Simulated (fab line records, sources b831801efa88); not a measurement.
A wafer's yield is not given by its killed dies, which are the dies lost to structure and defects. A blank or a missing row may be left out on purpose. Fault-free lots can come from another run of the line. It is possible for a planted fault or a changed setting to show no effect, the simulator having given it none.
fab line records | flow sfq-line
record lots=6 | wafers=16 | last-day=95
route steps=325 shown I4@177 JJ@178
lots untouched by any fault: they come from a run of this same line in which no faults occurred
start-h: hours from the record's first day to the start of the lot's first wafer shown | wait-h: time in hours since the lot's previous step | " unchanged from the row above | L1.1+2: a row that stands for several wafers | - either no value or no given start | * or withheld: withheld | < > ~ a bound
route shown NAME@n: a module of which the file shows steps, and the number in the route of the first | usual: mean and standard deviation over wafers with no fault | same: alike in all rows | chamber/n: place in a boat | sites: per-site readings | _std_site: standard deviation across them | _edge_site: outer sites' mean less inner sites' | radius-mm: for every site, how far away it sits from the centre of the wafer | mask NAME#n: copy n | behind: the tool/chamber that last shaped the wafer | hold: what put the lot on hold/how long, in hours/how the hold closed | device: names the non-switching transistor (n, p or np) | end of line: the tests these same wafers got at the end of their route | step lacking rows: just its recipe | killed: the dies lost at the first sort to structure and to defects; this is not the yield of the wafer | map: a wafer's dies, marking killed ones x, the rest . and places with no die _
set.NAME: setting as actually run; set.NAME@STEP: the setting as run at that earlier step | model.NAME: the simulator's own value behind a step, which no gauge read
certain route steps with their lots: each step a table, each wafer a row
services: from which hour (start-h, from the record's first day; less than 0 if before it) a tool's chamber was out of use, for how many hours, and why
## steps
# step SFQ_TRILAYER_I4_VIA_STRIP_SOLV_CLEAN_108
# recipe chemistry=NMP | temp-c=70 | time-s=600
# step SFQ_TRILAYER_JJ_TRILAYER_DEP_PRE_CLEAN_113
# recipe gas=Ar | time-s=22.5 | bias-v=250
# step SFQ_TRILAYER_JJ_TRILAYER_DEP_SPUTTER_109
# recipe material=Nb | base-pressure-pa=1.33e-06 | chamber-pressure-pa=0.1333 | substrate-temp-c=20 | target-thk-nm=150 | power-w=2000 | time-s=100
# usual throttle-valve-pct=30.2/0.99
lot.wafer | tool           | chamber | start-h | wait-h | throttle-valve-pct
L945.2    | pvd-sputter-04 | -       | 1432.29 | 0.0    | 29.4
L945.3    | "              | -       | "       | "      | 29.6
L945.5    | "              | -       | "       | "      | 29.1
L947.2    | pvd-sputter-04 | -       | 1443.21 | 0.0    | 29.3
L947.4    | "              | -       | "       | "      | 29.5
L947.5    | "              | -       | "       | "      | 29.5
L955.2    | pvd-sputter-04 | -       | 1535.86 | 0.0    | 29.9
L955.3    | "              | -       | "       | "      | 30.4
L960.2    | pvd-sputter-05 | -       | 1572.11 | 0.0    | 30.8
L960.3    | "              | -       | "       | "      | 31.3
L965.4    | pvd-sputter-05 | -       | 1591.31 | 0.0    | 28.0
L965.5    | "              | -       | "       | "      | 31.0
L965.6    | "              | -       | "       | "      | 31.7
L966.1    | pvd-sputter-03 | -       | 1592.51 | 0.0    | 29.8
L966.3    | "              | -       | "       | "      | 31.0
L966.6    | "              | -       | "       | "      | 29.4
# step SFQ_TRILAYER_JJ_TRILAYER_DEP_SPUTTER_110
# recipe material=Al | base-pressure-pa=1.33e-06 | target-thk-nm=8 | power-w=500 | time-s=10 | chamber-pressure-pa=0.4
# usual throttle-valve-pct=30.2/1
lot.wafer | tool           | chamber | start-h | wait-h | throttle-valve-pct
L945.2    | pvd-sputter-04 | -       | 1432.36 | 0.0    | 29.3
L945.3    | "              | -       | "       | "      | 29.3
L945.5    | "              | -       | "       | "      | 29.4
L947.2    | pvd-sputter-04 | -       | 1443.28 | 0.0    | 29.2
L947.4    | "              | -       | "       | "      | 29.3
L947.5    | "              | -       | "       | "      | 29.5
L955.2    | pvd-sputter-04 | -       | 1535.93 | 0.0    | 29.9
L955.3    | "              | -       | "       | "      | 30.7
L960.2    | pvd-sputter-05 | -       | 1572.18 | 0.0    | 31.0
L960.3    | "              | -       | "       | "      | 31.5
L965.4    | pvd-sputter-05 | -       | 1591.38 | 0.0    | 27.9
L965.5    | "              | -       | "       | "      | 31.2
L965.6    | "              | -       | "       | "      | 31.4
L966.1    | pvd-sputter-03 | -       | 1592.58 | 0.0    | 29.8
L966.3    | "              | -       | "       | "      | 31.2
L966.6    | "              | -       | "       | "      | 29.7
# step SFQ_TRILAYER_JJ_TRILAYER_DEP_AL_OXIDATION_111
# recipe pressure-mbar=0.014667 | oxidation-time-s=600 | temperature-k=293
# step SFQ_TRILAYER_JJ_TRILAYER_DEP_SPUTTER_112
# recipe material=Nb | base-pressure-pa=1.33e-06 | chamber-pressure-pa=0.1333 | substrate-temp-c=20 | target-thk-nm=170 | power-w=2000 | time-s=113.3
# usual throttle-valve-pct=30.2/1
lot.wafer | tool           | chamber | start-h | wait-h | throttle-valve-pct
L945.2    | pvd-sputter-04 | -       | 1433.38 | 0.5    | 29.5
L945.3    | "              | -       | "       | "      | 29.1
L945.5    | "              | -       | "       | "      | 29.4
L947.2    | pvd-sputter-04 | -       | 1444.31 | 0.5    | 29.4
L947.4    | "              | -       | "       | "      | 29.2
L947.5    | "              | -       | "       | "      | 29.3
L955.2    | pvd-sputter-04 | -       | 1536.96 | 0.5    | 29.8
L955.3    | "              | -       | "       | "      | 30.6
L960.2    | pvd-sputter-05 | -       | 1573.21 | 0.5    | 31.2
L960.3    | "              | -       | "       | "      | 31.5
L965.4    | pvd-sputter-05 | -       | 1592.41 | 0.5    | 27.9
L965.5    | "              | -       | "       | "      | 30.7
L965.6    | "              | -       | "       | "      | 31.5
L966.1    | pvd-sputter-03 | -       | 1593.61 | 0.5    | 29.7
L966.3    | "              | -       | "       | "      | 31.2
L966.6    | "              | -       | "       | "      | 29.9
# step SFQ_JJ_RS_MEAS_929
# recipe thk-meas-gauge=four-point-probe | reads=Nb_of_TRILAYER_JJ_TRILAYER_DEP_SPUTTER_112
# usual JJ_NB_RS=1.049/0.012
lot.wafer | tool          | chamber | start-h | wait-h | JJ_NB_RS[ohm/sq]
L945.2    | film-metro-03 | -       | 1433.48 | 0.1    | 1.049
L945.3    | "             | -       | "       | "      | 1.054
L945.5    | "             | -       | "       | "      | 1.056
L947.2    | film-metro-03 | -       | 1444.40 | 0.1    | 1.044
L947.4    | "             | -       | "       | "      | 1.037
L947.5    | "             | -       | "       | "      | 1.045
L955.2    | film-metro-03 | -       | 1537.05 | 0.1    | 1.052
L955.3    | "             | -       | "       | "      | 1.057
L960.2    | film-metro-02 | -       | 1573.30 | 0.1    | 1.062
L960.3    | "             | -       | "       | "      | 1.029
L965.4    | film-metro-03 | -       | 1592.54 | 0.1    | 1.043
L965.5    | "             | -       | "       | "      | 1.057
L965.6    | "             | -       | "       | "      | 1.045
L966.1    | film-metro-04 | -       | 1593.68 | 0.0    | 1.027
L966.3    | "             | -       | "       | "      | 1.045
L966.6    | "             | -       | "       | "      | 1.034
# step SFQ_TRILAYER_JJ_CE_LITHO_COAT_119
# recipe resist=BARC | spin-rpm=3000 | resist-thk-nm=62
# step SFQ_TRILAYER_JJ_CE_LITHO_COAT_114
# recipe resist=KrF | spin-rpm=3000 | resist-thk-nm=600
# step SFQ_TRILAYER_JJ_CE_LITHO_SOFTBAKE_118
# recipe temp-c=withheld | time-s=withheld | resist=KrF
# step SFQ_TRILAYER_JJ_CE_LITHO_EXPOSE_115
# recipe mask-id=J5 | na=0.6 | source-shape=conventional | sigma-outer=0.65 | target-cd-nm=700 | dose-mj=14.4
# step SFQ_TRILAYER_JJ_CE_LITHO_PEB_117
# recipe peb-temp-c=115 | peb-time-s=60 | resist=KrF
# usual heater-power-total-W=79.15/0.068 | resist-line-temp-C=23.02/0.12
lot.wafer | tool           | chamber | start-h | wait-h | heater-power-total-W | resist-line-temp-C
L945.2    | litho-track-04 | 0       | 1536.99 | 0.8    | 79.21                | 22.72
L945.3    | "              | 0       | "       | "      | 79.16                | 23.12
L945.5    | "              | 0       | "       | "      | 79.14                | 22.95
L947.2    | litho-track-01 | 0       | 1547.92 | 0.8    | 79.26                | 23.03
L947.4    | "              | 0       | "       | "      | 79.15                | 22.90
L947.5    | "              | 0       | "       | "      | 79.22                | 23.01
L955.2    | litho-track-04 | 0       | 1646.34 | 0.8    | 80.38                | 22.88
L955.3    | "              | 0       | "       | "      | 79.11                | 22.94
L960.2    | litho-track-04 | 0       | 1685.65 | 0.8    | 80.47                | 23.06
L960.3    | "              | 0       | "       | "      | 79.17                | 22.91
L965.4    | litho-track-01 | 0       | 1701.30 | 0.5    | 79.15                | 23.18
L965.5    | "              | 0       | "       | "      | 79.13                | 23.16
L965.6    | "              | 0       | "       | "      | 79.18                | 23.01
L966.1    | litho-track-01 | 0       | 1702.43 | 1.0    | 79.15                | 22.96
L966.3    | "              | 0       | "       | "      | 79.19                | 23.09
L966.6    | "              | 0       | "       | "      | 79.16                | 23.05
# step SFQ_TRILAYER_JJ_CE_LITHO_DEVELOP_116
# recipe time-s=60 | resist=KrF
# step SFQ_JJ_OVL_MEAS_931
# usual J5_OVL=1/6.1
lot.wafer | tool       | chamber | start-h | wait-h | J5_OVL[nm]
L945.2    | overlay-02 | -       | 1537.27 | 0.1    | 4
L945.3    | "          | -       | "       | "      | -5
L945.5    | "          | -       | "       | "      | -3
L947.2    | overlay-01 | -       | 1548.20 | 0.1    | 7
L947.4    | "          | -       | "       | "      | 3
L947.5    | "          | -       | "       | "      | 4
L955.2    | overlay-01 | -       | 1646.62 | 0.1    | -6
L955.3    | "          | -       | "       | "      | 3
L960.2    | overlay-01 | -       | 1685.93 | 0.1    | -2
L960.3    | "          | -       | "       | "      | 6
L965.4    | overlay-02 | -       | 1701.55 | 0.1    | 4
L965.5    | "          | -       | "       | "      | -8
L965.6    | "          | -       | "       | "      | 3
L966.1    | overlay-02 | -       | 1702.73 | 0.1    | -7
L966.3    | "          | -       | "       | "      | -6
L966.6    | "          | -       | "       | "      | -6
# step SFQ_TRILAYER_JJ_CE_METRO_MEASURE_117
# usual cd-nm=700.1/1.2
lot.wafer | tool      | chamber | start-h | wait-h | cd-nm
L945.2    | cd-sem-01 | -       | 1537.50 | 0.2    | 700.0
L945.3    | "         | -       | "       | "      | 699.4
L945.5    | "         | -       | "       | "      | 699.1
L947.2    | cd-sem-01 | -       | 1548.43 | 0.2    | 697.9
L947.4    | "         | -       | "       | "      | 700.2
L947.5    | "         | -       | "       | "      | 697.9
L955.2    | cd-sem-01 | -       | 1646.85 | 0.2    | 711.5
L955.3    | "         | -       | "       | "      | 703.0
L960.2    | cd-sem-02 | -       | 1686.16 | 0.2    | 708.2
L960.3    | "         | -       | "       | "      | 699.3
L965.4    | cd-sem-01 | -       | 1702.16 | 0.6    | 699.2
L965.5    | "         | -       | "       | "      | 699.2
L965.6    | "         | -       | "       | "      | 699.1
L966.1    | cd-sem-02 | -       | 1702.76 | 0.0    | 701.6
L966.3    | "         | -       | "       | "      | 701.0
L966.6    | "         | -       | "       | "      | 700.3
# step SFQ_TRILAYER_JJ_CE_BARC_OPEN_RIE_150
# recipe mask-material=PR | chemistry=O2 | target-depth-nm=240 | target=BARC | icp-w=600 | bias-w=80 | pressure-mtorr=10 | time-s=80
# usual drypump-motor-current-A=5.6/0.35 | oes-product-au=0.538/0.0044
lot.wafer | tool         | chamber | start-h | wait-h | drypump-motor-current-A | oes-product-au | rf-hours-counter-h | model.JJ.cd-nm
L945.2    | rie-metal-01 | 0       | 1538.50 | 0.8    | 5.4                     | 0.537          | 66                 | 696.5
L945.3    | "            | 1       | "       | "      | 5.4                     | 0.540          | -                  | 701.3
L945.5    | "            | 1       | "       | "      | 5.3                     | 0.534          | -                  | 701.5
L947.2    | rie-metal-01 | 0       | 1549.43 | 0.8    | 5.4                     | 0.539          | 67                 | 695.7
L947.4    | "            | 1       | "       | "      | 5.4                     | 0.541          | -                  | 700.5
L947.5    | "            | 0       | "       | "      | 5.4                     | 0.534          | -                  | 695.2
L955.2    | rie-metal-01 | 1       | 1647.85 | 0.8    | 5.4                     | 0.543          | 13                 | 712.9
L955.3    | "            | 0       | "       | "      | 5.4                     | 0.537          | -                  | 700.9
L960.2    | rie-metal-03 | 1       | 1687.16 | 0.8    | 5.8                     | 0.538          | 46                 | 709.2
L960.3    | "            | 0       | "       | "      | 5.5                     | 0.537          | -                  | 699.6
L965.4    | rie-metal-02 | 1       | 1702.79 | 0.4    | 6.4                     | 0.539          | -                  | 698.4
L965.5    | "            | 1       | "       | "      | 6.4                     | 0.543          | -                  | 698.6
L965.6    | "            | 0       | "       | "      | 5.3                     | 0.539          | -                  | 698.9
L966.1    | rie-metal-03 | 0       | 1703.96 | 1.0    | 5.5                     | 0.537          | 75                 | 700.3
L966.3    | "            | 1       | "       | "      | 5.8                     | 0.535          | -                  | 701.4
L966.6    | "            | 1       | "       | "      | 5.8                     | 0.529          | -                  | 700.7
# step SFQ_TRILAYER_JJ_CE_ETCH_RIE_118
# recipe target=Nb | stop-on=Al2O3 | mask-material=PR | taper-deg=13.257 | over-etch-frac=0.15 | time-s=97.7 | chemistry=SF6 | target-depth-nm=170 | icp-w=600 | bias-w=80 | pressure-mtorr=10
# usual drypump-motor-current-A=5.6/0.35 | oes-product-au=0.990/0.0078
lot.wafer | tool         | chamber | start-h | wait-h | drypump-motor-current-A | oes-product-au | rf-hours-counter-h | model.JJ.cd-nm
L945.2    | rie-metal-01 | 0       | 1538.60 | 0.1    | 5.4                     | 0.980          | 66                 | 695.7
L945.3    | "            | 1       | "       | "      | 5.4                     | 0.990          | -                  | 700.8
L945.5    | "            | 1       | "       | "      | 5.4                     | 0.985          | -                  | 701.1
L947.2    | rie-metal-01 | 0       | 1549.52 | 0.1    | 5.4                     | 0.986          | 67                 | 694.7
L947.4    | "            | 1       | "       | "      | 5.4                     | 1.002          | -                  | 700.4
L947.5    | "            | 0       | "       | "      | 5.4                     | 0.994          | -                  | 694.8
L955.2    | rie-metal-01 | 1       | 1647.94 | 0.1    | 5.4                     | 0.999          | 13                 | 710.9
L955.3    | "            | 0       | "       | "      | 5.4                     | 0.982          | -                  | 700.2
L960.2    | rie-metal-03 | 1       | 1687.26 | 0.1    | 5.8                     | 0.980          | 46                 | 708.6
L960.3    | "            | 0       | "       | "      | 5.5                     | 0.994          | -                  | 699.3
L965.4    | rie-metal-02 | 1       | 1702.89 | 0.1    | 6.4                     | 0.987          | -                  | 699.4
L965.5    | "            | 1       | "       | "      | 6.5                     | 0.986          | -                  | 699.7
L965.6    | "            | 0       | "       | "      | 5.3                     | 0.991          | -                  | 699.2
L966.1    | rie-metal-03 | 0       | 1704.06 | 0.1    | 5.5                     | 1.003          | 75                 | 699.1
L966.3    | "            | 1       | "       | "      | 5.8                     | 0.996          | -                  | 700.3
L966.6    | "            | 1       | "       | "      | 5.8                     | 0.998          | -                  | 699.5
# step SFQ_TRILAYER_JJ_ANODIZE_ANODIZE_119
# recipe current-density-ma-cm2=withheld | end-current-density-ma-cm2=withheld | bath-temp-c=withheld
## services
tool           | chamber | start-h | hours | kind
pvd-sputter-03 | -       | 1410.31 | 2.7   | repair
pvd-sputter-03 | -       | 1441.16 | 6.6   | repair
cd-sem-02      | -       | 1444.11 | 2.3   | pm
rie-metal-02   | -       | 1453.42 | 0.2   | repair
pvd-sputter-04 | -       | 1471.40 | 2.2   | repair
cd-sem-01      | -       | 1478.01 | 0.9   | pm
rie-metal-03   | 0       | 1479.20 | 11.8  | repair
pvd-sputter-05 | -       | 1483.52 | 2.3   | repair
pvd-sputter-04 | -       | 1485.68 | 1.0   | repair
cd-sem-01      | -       | 1490.26 | 1.1   | pm
cd-sem-02      | -       | 1498.21 | 51.8  | pm
rie-metal-02   | -       | 1504.21 | 0.7   | repair
pvd-sputter-04 | -       | 1510.94 | 8.3   | repair
rie-metal-01   | -       | 1519.04 | 4.3   | pm
pvd-sputter-05 | -       | 1524.43 | 1.0   | repair
cd-sem-01      | -       | 1540.69 | 1.2   | repair
rie-metal-02   | 1       | 1546.70 | 27.2  | repair
cd-sem-01      | -       | 1550.04 | 0.5   | pm
cd-sem-01      | -       | 1582.20 | 1.1   | pm
rie-metal-01   | 0       | 1649.79 | 3.2   | repair
pvd-sputter-03 | -       | 1655.65 | 0.6   | repair
cd-sem-01      | -       | 1662.01 | 0.5   | pm
cd-sem-01      | -       | 1674.26 | 2.6   | pm
pvd-sputter-03 | -       | 1685.11 | 5.3   | repair
## key
first-sign step=SFQ_TRILAYER_JJ_CE_LITHO_PEB_117 | reading=heater-power-total-W | direction=up | sigmas=19 | usual=79.15 | struck=80.43
effect step=SFQ_TRILAYER_JJ_CE_METRO_MEASURE_117 | reading=cd-nm | direction=up | sigmas=8 | usual=700.1 | struck=709.9
model-effect step=SFQ_TRILAYER_JJ_CE_BARC_OPEN_RIE_150 | value=JJ.cd-nm | without=702.9 | struck=711
model-effect step=SFQ_TRILAYER_JJ_CE_ETCH_RIE_118 | value=JJ.cd-nm | without=701.6 | struck=709.8
met-at SFQ_TRILAYER_JJ_CE_LITHO_PEB_117
struck-wafers L955.2,L960.2
onset-between 1536.99 1646.34
fault kind=process-parameter-drift | tool=litho-track-04 | chamber=- | onset-h=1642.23 | steps=SFQ_TRILAYER_JJ_CE_LITHO_PEB_117 | channel=peb-time-s | offset=* | shape=step | end-h=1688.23 | scope=struck-wafers-only | acts-in=* | stated=*
